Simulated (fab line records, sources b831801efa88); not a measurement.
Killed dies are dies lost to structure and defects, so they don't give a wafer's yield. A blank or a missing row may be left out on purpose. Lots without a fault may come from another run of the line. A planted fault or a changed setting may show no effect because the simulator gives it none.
fab line records | flow gf180mcu
record lots=5 wafers=15 last_day=34
route steps=602 shown V2@400 M3@409 V3@429
lots that met no fault: from a run of the same line without faults
start_h: hours from the record's first day to the start of the lot's first wafer shown | wait_h: hours since the lot's step before | " the same as in the row above | L1.1+2: a row that stands for several wafers | - no value, or no start given | * or withheld: withheld | < > ~ a bound
route shown NAME@n: a module of which the file shows steps, and the number in the route of the first | usual: mean/standard deviation of fault-free wafers | same: alike in all rows | chamber/n: place in a boat | sites: the reading at each site | _std_site: their standard deviation | _edge_site: outer sites' mean less inner sites' | radius_mm: how far each site lies from the wafer's centre | mask NAME#n: copy n | behind: the tool/chamber that last shaped the wafer | hold: why the lot was held/for how many hours/how that ended | device: the transistor (n, p or np) that didn't switch | end of line: the same wafers' tests at the end of the route | a step without rows: its recipe alone | killed: dies lost to structure and defects at the first sort, not the wafer's yield | map: a wafer's dies, x killed, . not, _ none there
set.NAME: the setting as run; set.NAME@STEP: as run at that earlier step | model.NAME: the simulator's own value behind a step, which no gauge read
lots at some steps of the route; a table a step, a row a wafer
services: from which hour (start_h, from the record's first day; less than 0 if before it) a tool's chamber was out of use, for how many hours, and why
## steps
# step GF_V2_STRIP_18
# recipe chemistry=O2/N2 power_w=1400 pressure_mtorr=1500 platen_temp_c=250 o2_flow_sccm=3000 n2_flow_sccm=300 overash_fraction=0.5
# usual drypump_motor_current_A=5.8/0.7 heater_power_w=330/34 oes_product_au=0.593/0.0055
# columns lot.wafer tool chamber start_h wait_h drypump_motor_current_A heater_power_w oes_product_au rf_hours_counter_h
L082.3 plasma_asher-04 0 538.45 - 5.8 337 0.589 -
L082.4 " 1 " " 6.6 357 0.596 -
L082.6 " 0 " " 5.8 341 0.589 -
L083.4 plasma_asher-01 0 541.24 - 5.3 317 0.594 -
L083.5 " 1 " " 5.3 384 0.589 -
L083.6 " 0 " " 5.3 323 0.587 -
L091.1 plasma_asher-01 1 607.02 - 5.4 387 0.592 19
L091.2 " 0 " " 5.3 324 0.582 19
L091.3 " 1 " " 5.3 394 0.592 -
L093.2 plasma_asher-02 1 620.07 - 6.8 278 0.588 53
L093.4 " 0 " " 4.9 309 0.587 -
L093.5 " 1 " " 6.8 279 0.594 -
L096.1 plasma_asher-04 1 640.35 - 6.6 360 0.598 86
L096.2 " 0 " " 5.8 334 0.590 86
L096.5 " 1 " " 6.6 351 0.588 -
# step GF_V2_STRIP_19
# recipe chemistry=post_etch_residue_remover time_s=1200 temp_c=72.5
# same time_s=1200
# columns lot.wafer tool chamber start_h wait_h
L082.3+4+6 wet_bench-01 3 538.52 0.0
L083.4+5+6 wet_bench-03 3 541.31 0.0
L091.1+2+3 wet_bench-04 2 607.12 0.1
L093.2+4+5 wet_bench-04 2 620.17 0.1
L096.1+2+5 wet_bench-04 3 640.45 0.1
# step GF_V2_CLEAN_20
# recipe chemistry=DIW dry=n2_spin
# columns lot.wafer tool chamber start_h wait_h
L082.3+4+6 wet_bench-03 1 538.86 0.0
L083.4+5+6 wet_bench-01 3 541.65 0.0
L091.1+2+3 wet_bench-01 0 607.49 0.0
L093.2+4+5 wet_bench-01 0 620.51 0.0
L096.1+2+5 wet_bench-03 0 640.80 0.0
# step GF_V2_SPUTTER_21
# recipe material=Ti target_thk_nm=15 chamber_pressure_pa=5 power_w=2500 substrate_temp_c=200 time_s=80.02
# usual throttle_valve_pct=29.1/0.98
# same time_s=80.02
# columns lot.wafer tool chamber start_h wait_h throttle_valve_pct
L082.3 pvd_sputter-04 - 538.95 0.0 29.0
L082.4 " - " " 28.8
L082.6 " - " " 27.9
L083.4 pvd_sputter-03 - 541.74 0.0 27.1
L083.5 " - " " 30.7
L083.6 " - " " 27.4
L091.1 pvd_sputter-03 - 607.58 0.0 29.0
L091.2 " - " " 30.5
L091.3 " - " " 27.2
L093.2 pvd_sputter-03 - 620.60 0.0 29.3
L093.4 " - " " 30.8
L093.5 " - " " 27.5
L096.1 pvd_sputter-04 - 640.90 0.0 28.0
L096.2 " - " " 28.1
L096.5 " - " " 27.9
# step GF_V2_SPUTTER_22
# recipe material=TiN target_thk_nm=10 chamber_pressure_pa=5 power_w=4000 time_s=40
# usual throttle_valve_pct=29.0/1
# same time_s=40
# columns lot.wafer tool chamber start_h wait_h throttle_valve_pct
L082.3 pvd_sputter-04 - 539.01 0.0 29.0
L082.4 " - " " 28.7
L082.6 " - " " 28.2
L083.4 pvd_sputter-03 - 541.80 0.0 26.9
L083.5 " - " " 30.7
L083.6 " - " " 27.4
L091.1 pvd_sputter-03 - 607.65 0.0 28.8
L091.2 " - " " 30.3
L091.3 " - " " 27.3
L093.2 pvd_sputter-03 - 620.66 0.0 29.2
L093.4 " - " " 30.6
L093.5 " - " " 27.3
L096.1 pvd_sputter-04 - 640.96 0.0 28.0
L096.2 " - " " 28.5
L096.5 " - " " 28.0
# step GF_V2_CVD_23
# recipe material=W target_thk_nm=350 time_s=104.94 temp_c=400 pressure_torr=40
# usual heater_power_w=866/110
# same time_s=104.94
# columns lot.wafer tool chamber start_h wait_h heater_power_w
L082.3 cvd_w-01 1 539.09 0.1 1029
L082.4 " 0 " " 744
L082.6 " 1 " " 1070
L083.4 cvd_w-02 1 541.88 0.1 814
L083.5 " 0 " " 875
L083.6 " 1 " " 782
L091.1 cvd_w-01 0 607.68 0.0 759
L091.2 " 1 " " 1054
L091.3 " 1 " " 1051
L093.2 cvd_w-01 1 620.70 0.0 1059
L093.4 " 1 " " 1018
L093.5 " 0 " " 752
L096.1 cvd_w-02 0 641.00 0.0 904
L096.2 " 1 " " 796
L096.5 " 1 " " 782
# step GF_V2_RS_MEAS_24
# recipe thk_meas_gauge=four-point-probe reads=W_of_V2_CVD_23+TiN_of_V2_SPUTTER_22+Ti_of_V2_SPUTTER_21
# usual V2_W_RS=0.330/0.0037
# columns lot.wafer tool chamber start_h wait_h V2_W_RS[ohm/sq]
L082.3 film_metro-01 - 539.21 0.1 0.333
L082.4 " - " " 0.331
L082.6 " - " " 0.327
L083.4 film_metro-01 - 542.01 0.1 0.327
L083.5 " - " " 0.331
L083.6 " - " " 0.335
L091.1 film_metro-03 - 607.80 0.1 0.335
L091.2 " - " " 0.335
L091.3 " - " " 0.334
L093.2 film_metro-01 - 620.84 0.1 0.334
L093.4 " - " " 0.332
L093.5 " - " " 0.337
L096.1 film_metro-03 - 641.11 0.1 0.327
L096.2 " - " " 0.328
L096.5 " - " " 0.325
# step GF_V2_THK_MEAS_25
# recipe thk_meas_gauge=xrf reads=W_of_V2_CVD_23
# usual V2_W_THK=342/5.1
# columns lot.wafer tool chamber start_h wait_h V2_W_THK[nm]
L082.3 film_metro-01 - 539.31 0.1 338
L082.4 " - " " 337
L082.6 " - " " 344
L083.4 film_metro-01 - 542.10 0.1 343
L083.5 " - " " 340
L083.6 " - " " 335
L091.1 film_metro-03 - 607.92 0.1 340
L091.2 " - " " 338
L091.3 " - " " 340
L093.2 film_metro-01 - 620.95 0.1 336
L093.4 " - " " 337
L093.5 " - " " 331
L096.1 film_metro-03 - 641.23 0.1 348
L096.2 " - " " 347
L096.5 " - " " 348
# step GF_V2_CMP_26
# recipe stop_on=SiO2 down_force_psi=3.5 platen_rpm=60 t_overpolish_s=14.39 target_thk_nm=0 pad_velocity_m_s=0.94248
# usual motor_current_A=12.4/1.6 overpolish_run_s=14.391/0.0093 time_to_endpoint_s=86/3.2
# columns lot.wafer tool chamber start_h wait_h motor_current_A overpolish_run_s time_to_endpoint_s
L082.3 cmp-01 0 539.40 0.1 11.0 14.406 82
L082.4 " 1 " " 9.8 14.399 84
L082.6 " 3 " " 10.3 14.394 86
L083.4 cmp-01 0 542.28 0.2 11.6 14.383 78
L083.5 " 1 " " 10.0 14.387 89
L083.6 " 2 " " 11.9 14.390 81
L091.1 cmp-01 3 607.98 0.1 10.1 14.413 82
L091.2 " 0 " " 11.3 14.368 78
L091.3 " 1 " " 9.9 14.397 86
L093.4 cmp-02 3 621.05 0.1 14.2 14.399 84
L093.2 " 2 " " 12.0 14.392 86
L093.5 " 3 " " 15.0 14.393 84
L096.2 cmp-02 0 641.29 0.0 14.4 14.406 89
L096.1 " 2 " " 12.8 14.391 88
L096.5 " 1 " " 11.6 14.392 94
# step GF_M3_SPUTTER_00
# recipe material=Ti target_thk_nm=37.5 arriving_ion_energy_ev=80 substrate_temp_c=200 chamber_pressure_pa=2 power_w=4000 time_s=150
# usual throttle_valve_pct=29.7/0.83
# same time_s=150
# columns lot.wafer tool chamber start_h wait_h throttle_valve_pct
L082.3 pvd_sputter-02 - 539.65 0.2 29.6
L082.4 " - " " 30.7
L082.6 " - " " 29.0
L083.4 pvd_sputter-02 - 542.43 0.1 30.9
L083.5 " - " " 30.1
L083.6 " - " " 29.8
L091.1 pvd_sputter-01 - 608.28 0.2 29.8
L091.2 " - " " 29.4
L091.3 " - " " 29.7
L093.2 pvd_sputter-02 - 621.35 0.1 30.0
L093.4 " - " " 30.7
L093.5 " - " " 30.0
L096.1 pvd_sputter-02 - 641.59 0.1 29.1
L096.2 " - " " 30.0
L096.5 " - " " 30.8
# step GF_M3_SPUTTER_01
# recipe material=TiN target_thk_nm=30 power_w=6500 time_s=25 chamber_pressure_pa=0.4
# usual throttle_valve_pct=29.7/0.83
# same time_s=25
# columns lot.wafer tool chamber start_h wait_h throttle_valve_pct
L082.3 pvd_sputter-02 - 539.75 0.1 29.8
L082.4 " - " " 30.9
L082.6 " - " " 29.1
L083.4 pvd_sputter-02 - 542.53 0.1 30.8
L083.5 " - " " 29.7
L083.6 " - " " 29.2
L091.1 pvd_sputter-01 - 608.38 0.1 30.2
L091.2 " - " " 29.8
L091.3 " - " " 29.4
L093.2 pvd_sputter-02 - 621.45 0.1 30.1
L093.4 " - " " 30.9
L093.5 " - " " 29.7
L096.1 pvd_sputter-02 - 641.69 0.1 29.3
L096.2 " - " " 29.7
L096.5 " - " " 30.7
# step GF_M3_SPUTTER_02
# recipe material=AlCu target_thk_nm=450 power_w=10600 time_s=23.9 chamber_pressure_pa=0.4
# usual throttle_valve_pct=29.7/0.85
# same time_s=23.9
# columns lot.wafer tool chamber start_h wait_h throttle_valve_pct
L082.3 pvd_sputter-02 - 539.78 0.0 30.1
L082.4 " - " " 30.7
L082.6 " - " " 29.3
L083.4 pvd_sputter-02 - 542.56 0.0 30.9
L083.5 " - " " 29.8
L083.6 " - " " 29.5
L091.1 pvd_sputter-01 - 608.41 0.0 30.2
L091.2 " - " " 30.0
L091.3 " - " " 29.4
L093.2 pvd_sputter-02 - 621.48 0.0 30.1
L093.4 " - " " 30.7
L093.5 " - " " 30.0
L096.1 pvd_sputter-02 - 641.72 0.0 29.6
L096.2 " - " " 29.9
L096.5 " - " " 30.5
# step GF_M3_SPUTTER_03
# recipe material=Ti target_thk_nm=10 substrate_temp_c=300 chamber_pressure_pa=0.3 power_w=3000 time_s=6.7
# usual throttle_valve_pct=29.7/0.8
# same time_s=6.7
# columns lot.wafer tool chamber start_h wait_h throttle_valve_pct
L082.3 pvd_sputter-02 - 539.81 0.0 30.0
L082.4 " - " " 30.8
L082.6 " - " " 29.2
L083.4 pvd_sputter-02 - 542.59 0.0 30.9
L083.5 " - " " 30.0
L083.6 " - " " 29.3
L091.1 pvd_sputter-01 - 608.44 0.0 30.4
L091.2 " - " " 29.7
L091.3 " - " " 29.6
L093.2 pvd_sputter-02 - 621.51 0.0 30.0
L093.4 " - " " 30.9
L093.5 " - " " 30.2
L096.1 pvd_sputter-02 - 641.75 0.0 29.4
L096.2 " - " " 29.7
L096.5 " - " " 30.8
# step GF_M3_SPUTTER_04
# recipe material=TiN target_thk_nm=50 power_w=6500 time_s=41.7 chamber_pressure_pa=0.4
# usual throttle_valve_pct=29.7/0.81
# same time_s=41.7
# columns lot.wafer tool chamber start_h wait_h throttle_valve_pct
L082.3 pvd_sputter-02 - 539.83 0.0 29.8
L082.4 " - " " 30.8
L082.6 " - " " 29.3
L083.4 pvd_sputter-02 - 542.61 0.0 30.7
L083.5 " - " " 30.0
L083.6 " - " " 29.2
L091.1 pvd_sputter-01 - 608.46 0.0 30.0
L091.2 " - " " 30.1
L091.3 " - " " 29.5
L093.2 pvd_sputter-02 - 621.53 0.0 29.9
L093.4 " - " " 30.6
L093.5 " - " " 30.0
L096.1 pvd_sputter-02 - 641.77 0.0 29.3
L096.2 " - " " 29.5
L096.5 " - " " 31.2
# step GF_M3_RS_MEAS_05
# recipe thk_meas_gauge=four-point-probe reads=TiN_of_M3_SPUTTER_04+Ti_of_M3_SPUTTER_03+AlCu_of_M3_SPUTTER_02+TiN_of_M3_SPUTTER_01+Ti_of_M3_SPUTTER_00
# usual M3_ALCU_RS=0.0699/0.00069
# columns lot.wafer tool chamber start_h wait_h M3_ALCU_RS[ohm/sq]
L082.3 film_metro-02 - 539.91 0.1 0.0693
L082.4 " - " " 0.0700
L082.6 " - " " 0.0695
L083.4 film_metro-04 - 542.71 0.1 0.0704
L083.5 " - " " 0.0693
L083.6 " - " " 0.0706
L091.1 film_metro-02 - 608.50 0.0 0.0706
L091.2 " - " " 0.0707
L091.3 " - " " 0.0702
L093.2 film_metro-03 - 621.59 0.0 0.0704
L093.4 " - " " 0.0697
L093.5 " - " " 0.0697
L096.1 film_metro-03 - 641.81 0.0 0.0705
L096.2 " - " " 0.0694
L096.5 " - " " 0.0697
# step GF_M3_THK_MEAS_06
# recipe thk_meas_gauge=xrf reads=AlCu_of_M3_SPUTTER_02
# usual M3_ALCU_THK=444/4.7
# columns lot.wafer tool chamber start_h wait_h M3_ALCU_THK[nm]
L082.3 film_metro-02 - 540.01 0.1 455
L082.4 " - " " 449
L082.6 " - " " 452
L083.4 film_metro-04 - 542.80 0.1 439
L083.5 " - " " 448
L083.6 " - " " 440
L091.1 film_metro-02 - 608.62 0.1 441
L091.2 " - " " 442
L091.3 " - " " 442
L093.2 film_metro-03 - 621.70 0.1 437
L093.4 " - " " 441
L093.5 " - " " 442
L096.1 film_metro-03 - 641.93 0.1 436
L096.2 " - " " 443
L096.5 " - " " 444
# step GF_M3_DEHYDRATE_07
# recipe temp_c=200 time_s=60
# usual exhaust_pa=44.9/0.93 plate_temp_C=200.02/0.16 resist_line_temp_C=22.99/0.1
# same time_s=60
# columns lot.wafer tool chamber start_h wait_h exhaust_pa plate_temp_C resist_line_temp_C
L082.3 litho_track-01 0 550.62 10.6 44.7 199.69 23.08
L082.4 " 0 " " 45.1 199.85 23.07
L082.6 " 0 " " 45.9 199.83 23.08
L083.4 litho_track-02 0 552.96 10.1 43.3 200.27 23.12
L083.5 " 0 " " 43.6 199.91 22.99
L083.6 " 0 " " 43.6 200.05 22.95
L091.1 litho_track-04 0 618.83 10.2 45.5 200.36 22.91
L091.2 " 0 " " 45.8 200.35 22.91
L091.3 " 0 " " 44.2 200.06 23.01
L093.2 litho_track-01 0 630.69 9.0 47.2 199.86 22.92
L093.4 " 0 " " 47.1 200.16 22.88
L093.5 " 0 " " 45.3 200.20 22.76
L096.1 litho_track-01 0 650.77 8.8 44.2 199.97 22.76
L096.2 " 0 " " 42.7 200.21 22.76
L096.5 " 0 " " 44.6 199.97 22.90
# step GF_M3_HMDS_08
# recipe prime_time_s=60 prime_temp_c=120
# usual exhaust_pa=45.0/0.94 resist_line_temp_C=23.02/0.1
# columns lot.wafer tool chamber start_h wait_h exhaust_pa resist_line_temp_C
L082.3 litho_track-01 0 550.77 0.1 44.0 22.89
L082.4 " 0 " " 44.3 22.98
L082.6 " 0 " " 43.0 23.15
L083.4 litho_track-02 0 553.11 0.1 45.7 22.99
L083.5 " 0 " " 46.6 23.00
L083.6 " 0 " " 45.2 22.97
L091.1 litho_track-04 0 618.98 0.1 44.7 22.88
L091.2 " 0 " " 44.2 23.03
L091.3 " 0 " " 44.8 22.94
L093.2 litho_track-01 0 630.84 0.1 44.1 22.98
L093.4 " 0 " " 45.3 22.94
L093.5 " 0 " " 43.6 22.84
L096.1 litho_track-01 0 650.92 0.1 44.8 23.02
L096.2 " 0 " " 46.0 23.03
L096.5 " 0 " " 44.8 22.88
# step GF_M3_COAT_09
# recipe resist=KrF spin_rpm=withheld resist_thk_nm=1000
# usual dispense_pressure_kPa=50/4.1 exhaust_pa=45.1/0.96 resist_line_temp_C=23.01/0.11
# columns lot.wafer tool chamber start_h wait_h dispense_pressure_kPa exhaust_pa resist_line_temp_C
L082.3 litho_track-01 0 550.92 0.1 45 44.2 23.11
L082.4 " 0 " " 45 43.1 22.99
L082.6 " 0 " " 45 43.4 23.05
L083.4 litho_track-02 0 553.26 0.1 55 45.1 23.09
L083.5 " 0 " " 55 46.6 23.12
L083.6 " 0 " " 55 45.3 22.97
L091.1 litho_track-04 0 619.13 0.1 50 44.7 23.04
L091.2 " 0 " " 50 46.2 23.02
L091.3 " 0 " " 50 46.4 22.99
L093.2 litho_track-01 0 630.99 0.1 45 46.3 23.13
L093.4 " 0 " " 45 46.6 23.03
L093.5 " 0 " " 45 45.0 23.12
L096.1 litho_track-01 0 651.07 0.1 45 47.5 22.99
L096.2 " 0 " " 45 45.0 22.91
L096.5 " 0 " " 45 45.5 22.91
# step GF_M3_SOFTBAKE_10
# recipe temp_c=129.6 time_s=60 resist=KrF
# usual exhaust_pa=44.8/0.86 plate_temp_C=129.56/0.15 resist_line_temp_C=22.99/0.088
# same time_s=60
# columns lot.wafer tool chamber start_h wait_h exhaust_pa plate_temp_C resist_line_temp_C
L082.3 litho_track-01 0 551.07 0.1 44.2 129.66 23.06
L082.4 " 0 " " 45.7 129.58 22.90
L082.6 " 0 " " 45.9 129.68 22.95
L083.4 litho_track-02 0 553.41 0.1 44.7 129.40 22.96
L083.5 " 0 " " 45.0 129.62 23.02
L083.6 " 0 " " 45.2 129.42 23.10
L091.1 litho_track-04 0 619.28 0.1 44.4 129.67 23.01
L091.2 " 0 " " 44.8 129.66 22.80
L091.3 " 0 " " 45.0 129.52 23.00
L093.2 litho_track-01 0 631.14 0.1 43.7 129.50 23.00
L093.4 " 0 " " 44.5 129.54 23.05
L093.5 " 0 " " 46.0 129.53 23.04
L096.1 litho_track-01 0 651.22 0.1 44.9 129.54 22.98
L096.2 " 0 " " 45.6 129.45 22.99
L096.5 " 0 " " 45.9 129.19 23.05
# step GF_M3_EXPOSE_11
# recipe mask_id=Metal3 target_cd_nm=280 na=0.68 source_shape=conventional sigma_outer=0.6 dose_mj=28
# same na=0.68
# columns lot.wafer tool chamber start_h wait_h mask
L082.3+4+6 krf_scanner-02 0 - - Metal3#0
L083.4+5+6 krf_scanner-01 0 - - Metal3#0
L091.1+2+3 krf_scanner-02 0 - - Metal3#0
L093.2+4+5 krf_scanner-02 0 - - Metal3#0
L096.1+2+5 krf_scanner-02 0 - - Metal3#0
# step GF_M3_PEB_12
# recipe peb_temp_c=135 peb_time_s=90 resist=KrF
# usual exhaust_pa=44.9/0.86 plate_temp_C=134.97/0.13 resist_line_temp_C=22.98/0.097
# columns lot.wafer tool chamber start_h wait_h exhaust_pa plate_temp_C resist_line_temp_C
L082.3 litho_track-02 0 - - 45.2 135.07 23.22
L082.4 " 0 " " 46.9 134.75 23.00
L082.6 " 0 " " 46.4 134.88 23.11
L083.4 litho_track-04 0 - - 45.4 135.06 22.83
L083.5 " 0 " " 45.9 134.99 22.95
L083.6 " 0 " " 45.2 135.20 22.89
L091.1 litho_track-02 0 - - 43.2 135.21 23.02
L091.2 " 0 " " 44.8 135.09 22.89
L091.3 " 0 " " 45.4 135.22 23.05
L093.2 litho_track-04 0 - - 45.0 135.02 22.77
L093.4 " 0 " " 47.1 135.04 22.90
L093.5 " 0 " " 45.8 135.23 22.92
L096.1 litho_track-01 0 - - 44.2 135.06 23.04
L096.2 " 0 " " 44.8 134.85 23.09
L096.5 " 0 " " 44.6 135.02 22.95
# step GF_M3_DEVELOP_13
# recipe develop_time_s=60 dev_temp_c=21
# usual developer_temp_C=20.99/0.097 exhaust_pa=44.9/0.9 resist_line_temp_C=22.98/0.094
# columns lot.wafer tool chamber start_h wait_h developer_temp_C exhaust_pa resist_line_temp_C
L082.3 litho_track-02 0 561.88 0.1 20.96 44.1 22.89
L082.4 " 0 " " 20.96 43.4 22.98
L082.6 " 0 " " 21.03 44.1 22.81
L083.4 litho_track-04 0 564.46 0.1 20.87 43.6 23.08
L083.5 " 0 " " 20.85 44.2 22.92
L083.6 " 0 " " 21.06 44.6 22.87
L091.1 litho_track-02 0 629.23 0.2 20.95 46.1 23.17
L091.2 " 0 " " 21.00 45.1 23.20
L091.3 " 0 " " 21.02 46.4 23.26
L093.2 litho_track-04 0 641.36 0.2 21.05 43.8 22.95
L093.4 " 0 " " 21.00 44.9 22.95
L093.5 " 0 " " 20.92 42.9 22.94
L096.1 litho_track-01 0 660.72 0.2 21.19 44.9 22.97
L096.2 " 0 " " 21.00 47.0 23.08
L096.5 " 0 " " 21.13 43.7 23.11
# step GF_M3_CD_MEAS_14
# recipe target_cd_nm=280
# usual cd_nm=280.1/1.4
# columns lot.wafer tool chamber start_h wait_h cd_nm
L082.3 cd_sem-01 - 562.02 0.1 280.3
L082.4 " - " " 280.1
L082.6 " - " " 280.0
L083.4 cd_sem-02 - 564.60 0.1 280.3
L083.5 " - " " 280.4
L083.6 " - " " 280.7
L091.1 cd_sem-02 - 629.38 0.1 279.3
L091.2 " - " " 280.5
L091.3 " - " " 279.1
L093.2 cd_sem-01 - 641.50 0.1 280.5
L093.4 " - " " 280.3
L093.5 " - " " 278.9
L096.1 cd_sem-02 - 660.87 0.1 283.3
L096.2 " - " " 283.4
L096.5 " - " " 282.4
# step GF_M3_OVL_MEAS_15
# usual M3_OVL=2/5.7
# columns lot.wafer tool chamber start_h wait_h M3_OVL[nm]
L082.3 overlay-02 - 562.11 0.1 2
L082.4 " - " " -8
L082.6 " - " " 3
L083.4 overlay-02 - 564.67 0.1 7
L083.5 " - " " 1
L083.6 " - " " 10
L091.1 overlay-01 - 629.50 0.1 -5
L091.2 " - " " 5
L091.3 " - " " 2
L093.2 overlay-02 - 641.61 0.1 1
L093.4 " - " " -1
L093.5 " - " " -1
L096.1 overlay-02 - 660.99 0.1 8
L096.2 " - " " 3
L096.5 " - " " 5
# step GF_M3_METAL_ETCH_16
# recipe chemistry=Cl2/BCl3 mask_material=KrF target_depth_nm=750.8 stop_on=SiO2 pressure_mtorr=8 icp_w=800 bias_w=140 Cl2_flow_sccm=80 bcl3_flow_sccm=40 time_s=125.1
# usual drypump_motor_current_A=5.4/0.4 oes_product_au=0.988/0.0071 rf_fwd_power_W=796.7/2.3 throttle_valve_pct=28.233/0.011
# same time_s=125.1
# columns lot.wafer tool chamber start_h wait_h drypump_motor_current_A oes_product_au rf_fwd_power_W rf_hours_counter_h throttle_valve_pct
L082.3 rie_metal-03 0 562.18 0.1 5.8 0.988 795.9 - 28.247
L082.4 " 1 " " 5.7 0.994 794.9 - 28.225
L082.6 " 0 " " 5.8 0.983 792.4 - 28.233
L083.4 rie_metal-04 1 564.82 0.1 5.7 0.992 796.8 - 28.236
L083.5 " 1 " " 5.7 0.990 795.5 - 28.232
L083.6 " 1 " " 5.7 0.996 798.5 - 28.230
L091.1 rie_metal-03 0 629.54 0.0 5.8 0.984 791.3 10 28.241
L091.2 " 1 " " 5.7 1.001 802.9 7 28.237
L091.3 " 0 " " 5.8 0.981 794.7 - 28.253
L093.2 rie_metal-04 0 641.68 0.1 5.6 0.984 793.6 - 28.231
L093.4 " 0 " " 5.5 0.987 798.2 - 28.236
L093.5 " 0 " " 5.6 0.992 797.2 - 28.243
L096.1 rie_metal-02 1 661.03 0.0 4.7 0.989 797.1 2 28.222
L096.2 " 0 " " 5.0 0.984 795.2 5 28.243
L096.5 " 1 " " 4.7 0.987 797.1 - 28.233
# step GF_M3_STRIP_17
# recipe chemistry=O2/N2 power_w=1400 pressure_mtorr=1500 platen_temp_c=250 o2_flow_sccm=3000 n2_flow_sccm=300 overash_fraction=0.5
# usual drypump_motor_current_A=5.5/0.46 heater_power_w=351/23 oes_product_au=0.538/0.0048 strip_time_to_endpoint_s=7.41/0.054
# columns lot.wafer tool chamber start_h wait_h drypump_motor_current_A heater_power_w oes_product_au rf_hours_counter_h strip_time_to_endpoint_s
L082.3 plasma_asher-01 1 562.30 0.1 5.3 384 0.542 - 7.43
L082.4 " 0 " " 5.3 325 0.533 - 7.35
L082.6 " 1 " " 5.3 388 0.533 - 7.43
L083.4 plasma_asher-03 1 564.98 0.1 5.2 375 0.535 - 7.43
L083.5 " 0 " " 5.2 331 0.538 - 7.44
L083.6 " 1 " " 5.2 374 0.534 - 7.39
L091.1 plasma_asher-03 1 629.67 0.1 5.2 372 0.534 100 7.49
L091.2 " 0 " " 5.2 330 0.542 100 7.36
L091.3 " 0 " " 5.2 326 0.536 - 7.50
L093.2 plasma_asher-03 0 641.90 0.2 5.2 334 0.537 101 7.45
L093.4 " 0 " " 5.2 333 0.546 - 7.45
L093.5 " 0 " " 5.2 334 0.538 - 7.46
L096.1 plasma_asher-04 0 661.15 0.1 5.8 329 0.536 88 7.41
L096.2 " 1 " " 6.6 354 0.550 88 7.55
L096.5 " 1 " " 6.6 362 0.538 - 7.42
# step GF_M3_STRIP_18
# recipe chemistry=post_etch_residue_remover time_s=1200 temp_c=72.5
# same time_s=1200
# columns lot.wafer tool chamber start_h wait_h
L082.3+4+6 wet_bench-02 3 562.37 0.0
L083.4+5+6 wet_bench-02 2 565.05 0.0
L091.1+2+3 wet_bench-03 0 629.77 0.1
L093.2+4+5 wet_bench-02 1 642.00 0.1
L096.1+2+5 wet_bench-02 2 661.25 0.1
# step GF_M3_CLEAN_19
# recipe chemistry=DIW dry=n2_spin
# columns lot.wafer tool chamber start_h wait_h
L082.3+4+6 wet_bench-03 1 562.71 0.0
L083.4+5+6 wet_bench-03 1 565.39 0.0
L091.1+2+3 wet_bench-04 2 630.11 0.0
L093.2+4+5 wet_bench-04 3 642.35 0.0
L096.1+2+5 wet_bench-04 2 661.60 0.0
# step GF_V3_CVD_00
# recipe material=SiO2 target_thk_nm=600 sigma_open_frac=0.3 temp_c=400 time_s=100 sih4_flow_sccm=60 pressure_mtorr=6
# usual pressure_mtorr=5.999/0.011
# same time_s=100
# columns lot.wafer tool chamber start_h wait_h pressure_mtorr
L082.3 hdpcvd-02 1 562.82 0.0 6.003
L082.4 " 2 " " 5.995
L082.6 " 0 " " 6.012
L083.4 hdpcvd-01 2 565.54 0.0 6.001
L083.5 " 0 " " 5.990
L083.6 " 1 " " 5.993
L091.1 hdpcvd-01 2 630.20 0.0 5.997
L091.2 " 0 " " 6.005
L091.3 " 1 " " 5.995
L093.2 hdpcvd-01 0 642.44 0.0 6.004
L093.4 " 2 " " 5.997
L093.5 " 0 " " 5.998
L096.1 hdpcvd-02 1 661.69 0.0 5.987
L096.2 " 0 " " 6.002
L096.5 " 0 " " 6.006
# step GF_V3_THK_MEAS_01
# recipe reads=SiO2_of_V3_CVD_00
# usual V3_CVD_00_THK=603/5.1
# columns lot.wafer tool chamber start_h wait_h V3_CVD_00_THK[nm]
L082.3 film_metro-04 - 562.91 0.1 606
L082.4 " - " " 604
L082.6 " - " " 599
L083.4 film_metro-04 - 565.60 0.0 597
L083.5 " - " " 600
L083.6 " - " " 595
L091.1 film_metro-01 - 630.27 0.0 613
L091.2 " - " " 607
L091.3 " - " " 603
L093.2 film_metro-04 - 642.58 0.1 599
L093.4 " - " " 614
L093.5 " - " " 605
L096.1 film_metro-03 - 661.76 0.0 609
L096.2 " - " " 609
L096.5 " - " " 601
# step GF_V3_CVD_02
# recipe material=SiO2 target_thk_nm=850 precursor=TEOS temp_c=400 time_s=94.851 rf_w=600
# usual heater_power_w=666/71 rf_fwd_power_W=596.7/2.3
# same time_s=94.851
# columns lot.wafer tool chamber start_h wait_h heater_power_w rf_fwd_power_W
L082.3 pecvd-03 0 562.95 0.0 684 598.5
L082.4 " 0 " " 736 598.8
L082.6 " 2 " " 557 594.9
L083.4 pecvd-02 2 565.67 0.1 750 595.7
L083.5 " 0 " " 534 596.9
L083.6 " 1 " " 546 597.3
L091.1 pecvd-02 0 630.33 0.1 679 597.7
L091.2 " 1 " " 637 596.1
L091.3 " 2 " " 750 594.4
L093.2 pecvd-03 1 642.63 0.0 723 594.6
L093.4 " 2 " " 542 595.8
L093.5 " 0 " " 761 599.1
L096.1 pecvd-01 0 661.82 0.1 708 595.7
L096.2 " 2 " " 685 596.9
L096.5 " 0 " " 776 594.4
# step GF_V3_THK_MEAS_03
# recipe reads=SiO2_of_V3_CVD_02
# usual V3_CVD_02_THK=849/12
# columns lot.wafer tool chamber start_h wait_h V3_CVD_02_THK[nm]
L082.3 film_metro-04 - 563.04 0.1 847
L082.4 " - " " 852
L082.6 " - " " 853
L083.4 film_metro-03 - 565.73 0.0 848
L083.5 " - " " 834
L083.6 " - " " 875
L091.1 film_metro-04 - 630.40 0.0 850
L091.2 " - " " 862
L091.3 " - " " 856
L093.2 film_metro-04 - 642.71 0.0 851
L093.4 " - " " 852
L093.5 " - " " 859
L096.1 film_metro-03 - 661.89 0.0 844
L096.2 " - " " 854
L096.5 " - " " 841
## services
# columns tool chamber start_h hours kind
pecvd-03 0 521.03 5.6 repair
krf_scanner-02 - 522.03 1.3 pm
hdpcvd-02 - 524.02 6.0 pm
pvd_sputter-02 - 529.13 2.0 repair
pvd_sputter-03 - 530.77 3.6 repair
pvd_sputter-01 - 532.31 56.5 repair
pecvd-03 - 538.92 2.3 repair
hdpcvd-01 - 539.25 15.0 pm
hdpcvd-01 - 552.71 1.5 repair
cvd_w-01 - 553.53 2.8 pm
krf_scanner-02 - 560.35 2.4 repair
cmp-01 - 572.00 4.0 pm
krf_scanner-02 - 572.91 3.2 repair
krf_scanner-02 - 576.15 1.0 pm
pvd_sputter-02 - 601.64 1.7 repair
plasma_asher-01 - 609.97 0.5 repair
plasma_asher-01 - 615.74 14.6 pm
hdpcvd-01 - 619.31 0.8 repair
krf_scanner-02 - 620.25 4.4 pm
pvd_sputter-04 - 633.18 7.0 repair
krf_scanner-02 - 641.48 0.8 pm
wet_bench-01 - 645.83 4.4 pm
wet_bench-01 - 650.98 1.4 repair
cvd_w-01 1 656.59 4.8 repair
## key
fault none
